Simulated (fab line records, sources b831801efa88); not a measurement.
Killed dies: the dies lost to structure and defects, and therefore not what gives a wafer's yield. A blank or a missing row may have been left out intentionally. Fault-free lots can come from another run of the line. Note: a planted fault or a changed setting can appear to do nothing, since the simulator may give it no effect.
Split-lot experiment / flow sfq line / on a route of 325 steps: 5 lots, 23 wafers read

== ABOUT THE SPLIT ==
At SFQ_TRILAYER_M4_LITHO_COAT_098 (resist thk 62 nm), the setting spin rpm was moved away from the recipe's 3000 rpm on 7 of the 23 wafers read, by -5.2% to +6.8%. The other wafers ran this setting at the recipe's value.

The reading is taken at the split's own step.

== THE READING ==
BARC_of_TRILAYER_M4_LITHO_COAT_098.thk nm (the simulator's own value, which no gauge read), in nm, at SFQ_TRILAYER_M4_LITHO_COAT_098 (resist thk 62 nm). The file gives no usual value for it. Across the 16 wafers here that went through the recipe, the average is 62.01 nm and the standard deviation 0.19 nm.

wafer=L074.1; tool, chamber at the split=litho track-04, 0; spin rpm as run, rpm=3000; against the recipe=recipe; BARC_of_TRILAYER_M4_LITHO_COAT_098.thk nm, nm=61.83; against lot-mates on the recipe=-
wafer=L074.2; tool, chamber at the split=litho track-04, 0; spin rpm as run, rpm=3000; against the recipe=recipe; BARC_of_TRILAYER_M4_LITHO_COAT_098.thk nm, nm=61.72; against lot-mates on the recipe=-
wafer=L074.3; tool, chamber at the split=litho track-04, 0; spin rpm as run, rpm=3203; against the recipe=+6.8%; BARC_of_TRILAYER_M4_LITHO_COAT_098.thk nm, nm=59.65; against lot-mates on the recipe=-2.12
wafer=L074.4; tool, chamber at the split=litho track-04, 0; spin rpm as run, rpm=3000; against the recipe=recipe; BARC_of_TRILAYER_M4_LITHO_COAT_098.thk nm, nm=61.77; against lot-mates on the recipe=-
wafer=L074.5; tool, chamber at the split=litho track-04, 0; spin rpm as run, rpm=3203; against the recipe=+6.8%; BARC_of_TRILAYER_M4_LITHO_COAT_098.thk nm, nm=59.91; against lot-mates on the recipe=-1.86
wafer=L077.1; tool, chamber at the split=litho track-02, 0; spin rpm as run, rpm=3000; against the recipe=recipe; BARC_of_TRILAYER_M4_LITHO_COAT_098.thk nm, nm=62.01; against lot-mates on the recipe=-
wafer=L077.4; tool, chamber at the split=litho track-02, 0; spin rpm as run, rpm=3000; against the recipe=recipe; BARC_of_TRILAYER_M4_LITHO_COAT_098.thk nm, nm=61.79; against lot-mates on the recipe=-
wafer=L077.5; tool, chamber at the split=litho track-02, 0; spin rpm as run, rpm=3000; against the recipe=recipe; BARC_of_TRILAYER_M4_LITHO_COAT_098.thk nm, nm=62.05; against lot-mates on the recipe=-
wafer=L082.1; tool, chamber at the split=litho track-04, 0; spin rpm as run, rpm=3061; against the recipe=+2.0%; BARC_of_TRILAYER_M4_LITHO_COAT_098.thk nm, nm=61.13; against lot-mates on the recipe=-0.73
wafer=L082.2; tool, chamber at the split=litho track-04, 0; spin rpm as run, rpm=3000; against the recipe=recipe; BARC_of_TRILAYER_M4_LITHO_COAT_098.thk nm, nm=61.87; against lot-mates on the recipe=-
wafer=L082.3; tool, chamber at the split=litho track-04, 0; spin rpm as run, rpm=3061; against the recipe=+2.0%; BARC_of_TRILAYER_M4_LITHO_COAT_098.thk nm, nm=61.41; against lot-mates on the recipe=-0.45
wafer=L082.4; tool, chamber at the split=litho track-04, 0; spin rpm as run, rpm=3000; against the recipe=recipe; BARC_of_TRILAYER_M4_LITHO_COAT_098.thk nm, nm=61.85; against lot-mates on the recipe=-
wafer=L082.5; tool, chamber at the split=litho track-04, 0; spin rpm as run, rpm=3061; against the recipe=+2.0%; BARC_of_TRILAYER_M4_LITHO_COAT_098.thk nm, nm=61.12; against lot-mates on the recipe=-0.74
wafer=L084.1; tool, chamber at the split=litho track-04, 0; spin rpm as run, rpm=3000; against the recipe=recipe; BARC_of_TRILAYER_M4_LITHO_COAT_098.thk nm, nm=62.17; against lot-mates on the recipe=-
wafer=L084.3; tool, chamber at the split=litho track-04, 0; spin rpm as run, rpm=2844; against the recipe=-5.2%; BARC_of_TRILAYER_M4_LITHO_COAT_098.thk nm, nm=63.67; against lot-mates on the recipe=+1.44
wafer=L084.4; tool, chamber at the split=litho track-04, 0; spin rpm as run, rpm=3000; against the recipe=recipe; BARC_of_TRILAYER_M4_LITHO_COAT_098.thk nm, nm=62.27; against lot-mates on the recipe=-
wafer=L084.5; tool, chamber at the split=litho track-04, 0; spin rpm as run, rpm=2844; against the recipe=-5.2%; BARC_of_TRILAYER_M4_LITHO_COAT_098.thk nm, nm=63.78; against lot-mates on the recipe=+1.55
wafer=L084.6; tool, chamber at the split=litho track-04, 0; spin rpm as run, rpm=3000; against the recipe=recipe; BARC_of_TRILAYER_M4_LITHO_COAT_098.thk nm, nm=62.25; against lot-mates on the recipe=-
wafer=L085.1; tool, chamber at the split=litho track-04, 0; spin rpm as run, rpm=3000; against the recipe=recipe; BARC_of_TRILAYER_M4_LITHO_COAT_098.thk nm, nm=62.27; against lot-mates on the recipe=-
wafer=L085.2; tool, chamber at the split=litho track-04, 0; spin rpm as run, rpm=3000; against the recipe=recipe; BARC_of_TRILAYER_M4_LITHO_COAT_098.thk nm, nm=62.04; against lot-mates on the recipe=-
wafer=L085.3; tool, chamber at the split=litho track-04, 0; spin rpm as run, rpm=3000; against the recipe=recipe; BARC_of_TRILAYER_M4_LITHO_COAT_098.thk nm, nm=62.06; against lot-mates on the recipe=-
wafer=L085.4; tool, chamber at the split=litho track-04, 0; spin rpm as run, rpm=3000; against the recipe=recipe; BARC_of_TRILAYER_M4_LITHO_COAT_098.thk nm, nm=62; against lot-mates on the recipe=-
wafer=L085.6; tool, chamber at the split=litho track-04, 0; spin rpm as run, rpm=3000; against the recipe=recipe; BARC_of_TRILAYER_M4_LITHO_COAT_098.thk nm, nm=62.25; against lot-mates on the recipe=-

THE FIT
A straight line over all 23 wafers: BARC_of_TRILAYER_M4_LITHO_COAT_098.thk nm changes by -0.334 nm for each +1% of spin rpm; r = -0.98; the points scatter about the line by 0.18 nm.
The same after taking each lot's own level away (the mean of its wafers on the recipe; 23 wafers): -0.293 nm for each +1%; r = -0.99; scatter 0.1 nm.
The reading moves by 2 nm for the largest change in spin rpm, on that fit.
The lots' own levels span 61.773 to 62.230 nm, that is 2.5 times the standard deviation above.
So the slope is not independent of the lot-to-lot level: the two fits are not the same.
Check: -1.94 nm against its lot-mates is what the line predicts for one of the wafers moved furthest among these (+6.8%) when that wafer is left out of the fit. Against them it came out at -2.12 nm.

== FURTHER SPLITS ON THESE WAFERS ==
Note: prior to the reading, these wafers also went through further splits. Each is held against what the fit with the lots' levels taken away leaves over:
other split on the same wafers=SFQ_TRILAYER_M1_LITHO_EXPOSE_040 dose mj; wafers away from the commonest value=5; r with BARC_of_TRILAYER_M4_LITHO_COAT_098.thk nm (lot level and that fit taken away)=-0.09
other split on the same wafers=SFQ_TRILAYER_I1_CMP_CMP_046 leave above ref nm; wafers away from the commonest value=10; r with BARC_of_TRILAYER_M4_LITHO_COAT_098.thk nm (lot level and that fit taken away)=+0.22
other split on the same wafers=SFQ_TRILAYER_I1_VIA_BARC_OPEN_VIA_ETCH_071 bias w; wafers away from the commonest value=5; r with BARC_of_TRILAYER_M4_LITHO_COAT_098.thk nm (lot level and that fit taken away)=+0.18
other split on the same wafers=SFQ_TRILAYER_M2_LITHO_EXPOSE_058 dose mj; wafers away from the commonest value=9; r with BARC_of_TRILAYER_M4_LITHO_COAT_098.thk nm (lot level and that fit taken away)=-0.06
other split on the same wafers=SFQ_TRILAYER_I2_CMP_CMP_064 down force psi; wafers away from the commonest value=9; r with BARC_of_TRILAYER_M4_LITHO_COAT_098.thk nm (lot level and that fit taken away)=-0.10
other split on the same wafers=SFQ_TRILAYER_M3_DEP_SPUTTER_073 time s; wafers away from the commonest value=9; r with BARC_of_TRILAYER_M4_LITHO_COAT_098.thk nm (lot level and that fit taken away)=-0.19
other split on the same wafers=SFQ_TRILAYER_M3_LITHO_COAT_075 spin rpm; wafers away from the commonest value=8; r with BARC_of_TRILAYER_M4_LITHO_COAT_098.thk nm (lot level and that fit taken away)=-0.10
other split on the same wafers=SFQ_TRILAYER_M3_ETCH_METAL_ETCH_078 bias w; wafers away from the commonest value=5; r with BARC_of_TRILAYER_M4_LITHO_COAT_098.thk nm (lot level and that fit taken away)=+0.08

== THE FILE'S OWN FIT ==
BARC_of_TRILAYER_M4_LITHO_COAT_098.thk nm changes by -0.294 nm for each +1% of spin rpm, r = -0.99.
